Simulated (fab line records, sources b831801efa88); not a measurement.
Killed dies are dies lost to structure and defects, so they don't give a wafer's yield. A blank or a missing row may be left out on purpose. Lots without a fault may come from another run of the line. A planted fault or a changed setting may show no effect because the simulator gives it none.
Which tool did it? | flow gf180mcu | 24 lots, 72 wafers sampled, at 6 steps of a route of 602

WHAT THE GAUGES READ, wafer by wafer
GF_DUAL_GATE_THK_MEAS_03. Usual: DUAL_GATE_OXIDATION_00_THK 10.96 nm, standard deviation 0.2.
lot  | measured     | on            | DUAL_GATE_OXIDATION_00_THK (nm) | flag
L074 | day 7 20:57  | film_metro-01 | 10.73 10.77 10.71               |
L075 | day 8 02:08  | film_metro-01 | 11.06 10.82 11.01               |
L076 | day 8 08:02  | film_metro-04 | 10.74 10.59 10.80               |
L077 | day 8 10:35  | film_metro-01 | 10.67 10.61 10.71               |
L078 | day 9 02:06  | film_metro-03 | 10.75 10.81 10.86               |
L079 | day 9 02:08  | film_metro-01 | 11.29 11.16 11.16               |
L080 | day 9 07:31  | film_metro-01 | 10.70 10.80 10.70               |
L081 | day 9 17:18  | film_metro-04 | 10.52 10.62 10.80               |
L082 | day 9 22:22  | film_metro-01 | 11.10 10.96 10.90               |
L083 | day 10 10:28 | film_metro-01 | 10.83 11.19 10.94               |
L084 | day 10 14:29 | film_metro-04 | 10.88 11.06 10.98               |
L085 | day 10 23:33 | film_metro-03 | 11.12 11.02 10.98               |
L086 | day 11 00:05 | film_metro-01 | 10.79 11.02 10.85               |
L087 | day 11 11:38 | film_metro-04 | 10.80 10.96 10.86               |
L088 | day 11 19:12 | film_metro-04 | 10.90 10.93 10.87               |
L089 | day 12 03:03 | film_metro-03 | 11.05 11.13 11.17               |
L090 | day 12 06:11 | film_metro-03 | 11.24 11.13 10.98               |
L091 | day 12 15:46 | film_metro-01 | 10.85 10.98 11.03               |
L092 | day 12 18:44 | film_metro-01 | 10.68 10.72 10.73               |
L093 | day 13 02:17 | film_metro-04 | 11.23 11.15 11.10               |
L094 | day 13 10:38 | film_metro-04 | 11.36 11.50 11.16               |
L095 | day 13 15:35 | film_metro-01 | 10.99 11.08 11.20               |
L096 | day 14 00:23 | film_metro-01 | 11.02 11.20 11.20               |
L097 | day 14 04:46 | film_metro-01 | 11.15 11.15 11.00               |

GF_V1_RS_MEAS_24: measures by four-point-probe. Usual: V1_W_RS 0.330 ohm/sq, standard deviation 0.0089.
lot  | measured     | on            | V1_W_RS (ohm/sq)  | flag
L074 | day 18 09:52 | film_metro-01 | 0.338 0.341 0.338 |
L075 | day 18 16:02 | film_metro-01 | 0.333 0.334 0.319 |
L076 | day 19 05:34 | film_metro-01 | 0.319 0.328 0.323 |
L077 | day 19 07:35 | film_metro-01 | 0.322 0.334 0.316 |
L078 | day 20 08:33 | film_metro-01 | 0.335 0.329 0.327 |
L079 | day 20 04:54 | film_metro-01 | 0.324 0.324 0.344 |
L080 | day 20 13:02 | film_metro-03 | 0.327 0.326 0.326 |
L081 | day 20 21:49 | film_metro-03 | 0.330 0.324 0.333 |
L082 | day 21 05:50 | film_metro-01 | 0.325 0.321 0.347 |
L083 | day 21 23:43 | film_metro-04 | 0.342 0.343 0.321 |
L084 | day 22 06:28 | film_metro-04 | 0.321 0.345 0.344 |
L085 | day 22 15:52 | film_metro-04 | 0.344 0.320 0.343 |
L086 | day 22 18:52 | film_metro-03 | 0.342 0.343 0.321 |
L087 | day 23 09:41 | film_metro-01 | 0.321 0.324 0.323 |
L088 | day 23 18:16 | film_metro-03 | 0.341 0.338 0.315 |
L089 | day 24 03:01 | film_metro-01 | 0.348 0.350 0.344 |
L090 | day 24 03:41 | film_metro-04 | 0.343 0.326 0.338 |
L091 | day 24 14:27 | film_metro-03 | 0.328 0.336 0.331 |
L092 | day 24 21:47 | film_metro-04 | 0.338 0.322 0.320 |
L093 | day 25 03:28 | film_metro-01 | 0.328 0.327 0.323 |
L094 | day 25 16:19 | film_metro-03 | 0.333 0.315 0.310 |
L095 | day 25 16:40 | film_metro-01 | 0.330 0.326 0.330 |
L096 | day 26 01:46 | film_metro-01 | 0.326 0.331 0.331 |
L097 | day 26 04:53 | film_metro-01 | 0.326 0.332 0.325 |

GF_M3_CD_MEAS_14: target cd 280 nm. Usual: cd_nm 279.9 nm, standard deviation 1.3.
lot  | measured     | on        | cd_nm (nm)        | flag
L074 | day 21 14:40 | cd_sem-02 | 281.6 281.8 280.4 |
L075 | day 21 20:41 | cd_sem-02 | 279.5 279.0 279.0 |
L076 | day 22 09:42 | cd_sem-01 | 278.9 279.4 279.6 |
L077 | day 22 11:55 | cd_sem-02 | 280.3 279.2 279.9 |
L078 | day 23 11:52 | cd_sem-02 | 280.1 280.3 280.3 |
L079 | day 23 07:43 | cd_sem-02 | 281.8 281.9 282.6 |
L080 | day 23 14:08 | cd_sem-01 | 279.5 281.0 279.6 |
L081 | day 24 03:32 | cd_sem-02 | 277.7 279.0 277.6 |
L082 | day 24 07:07 | cd_sem-01 | 279.8 279.5 280.2 |
L083 | day 24 23:47 | cd_sem-02 | 279.3 279.6 279.9 |
L084 | day 25 06:31 | cd_sem-01 | 280.4 280.0 280.4 |
L085 | day 25 13:24 | cd_sem-02 | 280.8 280.4 279.7 |
L086 | day 25 17:19 | cd_sem-02 | 278.1 277.2 278.0 |
L087 | day 26 07:54 | cd_sem-01 | 282.0 280.6 281.2 |
L088 | day 26 16:03 | cd_sem-02 | 282.0 281.7 281.4 |
L089 | day 26 23:05 | cd_sem-02 | 276.8 277.4 276.6 |
L090 | day 27 00:43 | cd_sem-02 | 279.3 278.4 278.6 |
L091 | day 27 09:40 | cd_sem-01 | 281.3 281.5 282.4 |
L092 | day 27 16:46 | cd_sem-02 | 279.5 280.0 279.5 |
L093 | day 27 22:34 | cd_sem-02 | 281.0 280.3 280.9 |
L094 | day 28 09:04 | cd_sem-01 | 278.6 280.8 280.0 |
L095 | day 28 09:26 | cd_sem-02 | 280.6 280.3 279.0 |
L096 | day 28 17:32 | cd_sem-01 | 280.6 280.7 280.2 |
L097 | day 28 20:38 | cd_sem-02 | 279.8 279.8 279.5 |

GF_M4_RS_MEAS_05: measures by four-point-probe. Usual: M4_ALCU_RS 0.0693 ohm/sq, standard deviation 0.00095.
lot  | measured     | on            | M4_ALCU_RS (ohm/sq)  | flag
L074 | day 22 17:27 | film_metro-01 | 0.0688 0.0698 0.0693 |
L075 | day 22 23:31 | film_metro-02 | 0.0677 0.0692 0.0675 |
L076 | day 23 11:12 | film_metro-01 | 0.0695 0.0697 0.0692 |
L077 | day 23 14:11 | film_metro-02 | 0.0693 0.0694 0.0698 |
L078 | day 24 13:26 | film_metro-01 | 0.0685 0.0683 0.0681 |
L079 | day 24 09:33 | film_metro-01 | 0.0688 0.0680 0.0681 |
L080 | day 24 16:06 | film_metro-01 | 0.0693 0.0682 0.0712 |
L081 | day 25 04:47 | film_metro-01 | 0.0692 0.0691 0.0691 |
L082 | day 25 09:14 | film_metro-04 | 0.0711 0.0702 0.0703 |
L083 | day 26 00:44 | film_metro-04 | 0.0695 0.0693 0.0688 |
L084 | day 26 07:28 | film_metro-01 | 0.0686 0.0679 0.0687 |
L085 | day 26 13:18 | film_metro-01 | 0.0692 0.0707 0.0694 |
L086 | day 26 17:28 | film_metro-02 | 0.0683 0.0692 0.0683 |
L087 | day 27 07:55 | film_metro-01 | 0.0704 0.0688 0.0706 |
L088 | day 27 16:08 | film_metro-04 | 0.0681 0.0686 0.0693 |
L089 | day 27 22:28 | film_metro-04 | 0.0692 0.0707 0.0687 |
L090 | day 28 00:14 | film_metro-01 | 0.0685 0.0697 0.0697 |
L091 | day 28 08:59 | film_metro-02 | 0.0703 0.0708 0.0700 |
L092 | day 28 16:04 | film_metro-01 | 0.0683 0.0695 0.0692 |
L093 | day 28 21:15 | film_metro-04 | 0.0706 0.0701 0.0707 |
L094 | day 29 07:56 | film_metro-02 | 0.0716 0.0712 0.0711 |
L095 | day 29 08:19 | film_metro-04 | 0.0697 0.0684 0.0688 |
L096 | day 29 16:07 | film_metro-02 | 0.0689 0.0679 0.0679 |
L097 | day 29 18:59 | film_metro-04 | 0.0697 0.0698 0.0697 |

WHICH TOOL RAN EACH LOT (tool, then ch and the chambers of the sampled wafers, then the start)
lot  | GF_V1_ETCH_17                                 | GF_V3_STRIP_18
L074 | rie_diel-04 ch 0,2,3, day 18 09:52 or earlier | plasma_asher-03 ch 0,1, day 22 16:00
L075 | rie_diel-01 ch 0,2, day 18 16:02 or earlier   | plasma_asher-02 ch 1, day 22 22:03
L076 | rie_diel-02 ch 0,2,3, day 19 05:34 or earlier | plasma_asher-02 ch 0,1, day 23 09:45
L077 | rie_diel-02 ch 0,1, day 19 07:35 or earlier   | plasma_asher-02 ch 0,1, day 23 12:44
L078 | rie_diel-01 ch 1,2,3, day 20 08:33 or earlier | plasma_asher-01 ch 0,1, day 24 11:59
L079 | rie_diel-02 ch 0,1,3, day 20 04:54 or earlier | plasma_asher-03 ch 0,1, day 24 08:03
L080 | rie_diel-02 ch 0,1,2, day 20 13:02 or earlier | plasma_asher-03 ch 0,1, day 24 14:38
L081 | rie_diel-02 ch 1,3, day 20 21:49 or earlier   | plasma_asher-01 ch 1, day 25 03:19
L082 | rie_diel-01 ch 0,1,3, day 21 05:50 or earlier | plasma_asher-01 ch 0,1, day 25 07:19
L083 | rie_diel-02 ch 0,1,2, day 21 23:43 or earlier | plasma_asher-01 ch 0,1, day 25 23:17
L084 | rie_diel-02 ch 2,3, day 22 06:28 or earlier   | plasma_asher-01 ch 0,1, day 26 05:59
L085 | rie_diel-04 ch 0,1, day 22 15:52 or earlier   | plasma_asher-02 ch 0,1, day 26 11:49
L086 | rie_diel-01 ch 0,1,2, day 22 18:52 or earlier | plasma_asher-02 ch 0,1, day 26 16:01
L087 | rie_diel-04 ch 1,2, day 23 09:41 or earlier   | plasma_asher-01 ch 0,1, day 27 06:26
L088 | rie_diel-01 ch 0,1,3, day 23 18:16 or earlier | plasma_asher-01 ch 0,1, day 27 14:41
L089 | rie_diel-04 ch 0,2,3, day 24 03:01 or earlier | plasma_asher-01 ch 0,1, day 27 20:59
L090 | rie_diel-02 ch 0,1,3, day 24 03:41 or earlier | plasma_asher-01 ch 0,1, day 27 22:46
L091 | rie_diel-02 ch 1,2,3, day 24 14:27 or earlier | plasma_asher-03 ch 0, day 28 07:29
L092 | rie_diel-02 ch 0,1,2, day 24 21:47 or earlier | plasma_asher-02 ch 0,1, day 28 14:29
L093 | rie_diel-02 ch 0,1,3, day 25 03:28 or earlier | plasma_asher-02 ch 0,1, day 28 19:45
L094 | rie_diel-04 ch 0,1,2, day 25 16:19 or earlier | plasma_asher-02 ch 0,1, day 29 06:29
L095 | rie_diel-01 ch 1,2,3, day 25 16:40 or earlier | plasma_asher-03 ch 0,1, day 29 06:50
L096 | rie_diel-02 ch 0,2,3, day 26 01:46 or earlier | plasma_asher-02 ch 0,1, day 29 14:38
L097 | rie_diel-04 ch 2,3, day 26 04:53 or earlier   | plasma_asher-02 ch 0,1, day 29 17:31
- GF_V1_ETCH_17: etches SiO2 in C4F8/O2/Ar, stops on TiN, target depth 630 nm.
- GF_V3_STRIP_18: strips in O2/N2.

WHAT THE TOOLS THEMSELVES READ (means of the sampled wafers that have a number; where no wafer has one, the mark that the record gives instead)
GF_V1_ETCH_17. Usual: oes_product_au 0.856 a.u., standard deviation 0.004.
lot  | tool        | oes_product_au (a.u.) | flag
L074 | rie_diel-04 | 0.854                 |
L075 | rie_diel-01 | 0.853                 |
L076 | rie_diel-02 | 0.852                 |
L077 | rie_diel-02 | 0.859                 |
L078 | rie_diel-01 | 0.855                 |
L079 | rie_diel-02 | 0.858                 |
L080 | rie_diel-02 | 0.857                 |
L081 | rie_diel-02 | 0.855                 |
L082 | rie_diel-01 | 0.858                 |
L083 | rie_diel-02 | 0.856                 |
L084 | rie_diel-02 | 0.856                 |
L085 | rie_diel-04 | 0.859                 |
L086 | rie_diel-01 | 0.856                 |
L087 | rie_diel-04 | 0.856                 |
L088 | rie_diel-01 | 0.858                 |
L089 | rie_diel-04 | 0.857                 |
L090 | rie_diel-02 | 0.855                 |
L091 | rie_diel-02 | 0.855                 |
L092 | rie_diel-02 | 0.852                 |
L093 | rie_diel-02 | 0.860                 |
L094 | rie_diel-04 | 0.859                 |
L095 | rie_diel-01 | 0.852                 |
L096 | rie_diel-02 | 0.855                 |
L097 | rie_diel-04 | 0.857                 |

GF_V3_STRIP_18. Usual: drypump_motor_current_A 5.8 A, standard deviation 0.48; heater_power_w 324 W, standard deviation 23; oes_product_au 0.592 a.u., standard deviation 0.0047.
lot  | tool            | drypump_motor_current_A (A) | heater_power_w (W) | oes_product_au (a.u.) | flag
L074 | plasma_asher-03 | 5.8                         | 338                | 0.596                 |
L075 | plasma_asher-02 | 6.2                         | 294                | 0.590                 |
L076 | plasma_asher-02 | 6.3                         | 307                | 0.594                 |
L077 | plasma_asher-02 | 6.2                         | 305                | 0.589                 |
L078 | plasma_asher-01 | 5.4                         | 345                | 0.591                 |
L079 | plasma_asher-03 | 5.8                         | 340                | 0.595                 |
L080 | plasma_asher-03 | 5.7                         | 346                | 0.593                 |
L081 | plasma_asher-01 | 5.7                         | 354                | 0.592                 |
L082 | plasma_asher-01 | 5.2                         | 333                | 0.591                 |
L083 | plasma_asher-01 | 5.2                         | 335                | 0.590                 |
L084 | plasma_asher-01 | 5.2                         | 338                | 0.589                 |
L085 | plasma_asher-02 | 6.3                         | 304                | 0.595                 |
L086 | plasma_asher-02 | 6.2                         | 300                | 0.596                 |
L087 | plasma_asher-01 | 5.5                         | 343                | 0.592                 |
L088 | plasma_asher-01 | 5.5                         | 347                | 0.589                 |
L089 | plasma_asher-01 | 5.4                         | 345                | 0.589                 |
L090 | plasma_asher-01 | 5.2                         | 333                | 0.591                 |
L091 | plasma_asher-03 | 5.9                         | 328                | 0.588                 |
L092 | plasma_asher-02 | 6.2                         | 302                | 0.587                 |
L093 | plasma_asher-02 | 6.3                         | 297                | 0.592                 |
L094 | plasma_asher-02 | 6.3                         | 304                | 0.594                 |
L095 | plasma_asher-03 | 5.7                         | 343                | 0.596                 |
L096 | plasma_asher-02 | 6.3                         | 307                | 0.593                 |
L097 | plasma_asher-02 | 6.3                         | 301                | 0.588                 |

THE ANSWER, worked out from the rows above alone
Rule: a lot is off if the mean of its wafers that have a number lies more than 3 standard deviations from the usual mean. A lot without any number at a reading at which 4 lots or more have one is off too. The other lots that the step has rows for count as sound. The gauges are gone through in route order, then the tools' own readings, and for those a lot's mean is taken as printed above. The first step at which some lot is off is used, and at that step the reading that is off furthest; a lot without a number counts as furthest.
No lot is off at any reading shown: from this, nothing can be told.

WHAT THE SIMULATOR HAD PUT IN
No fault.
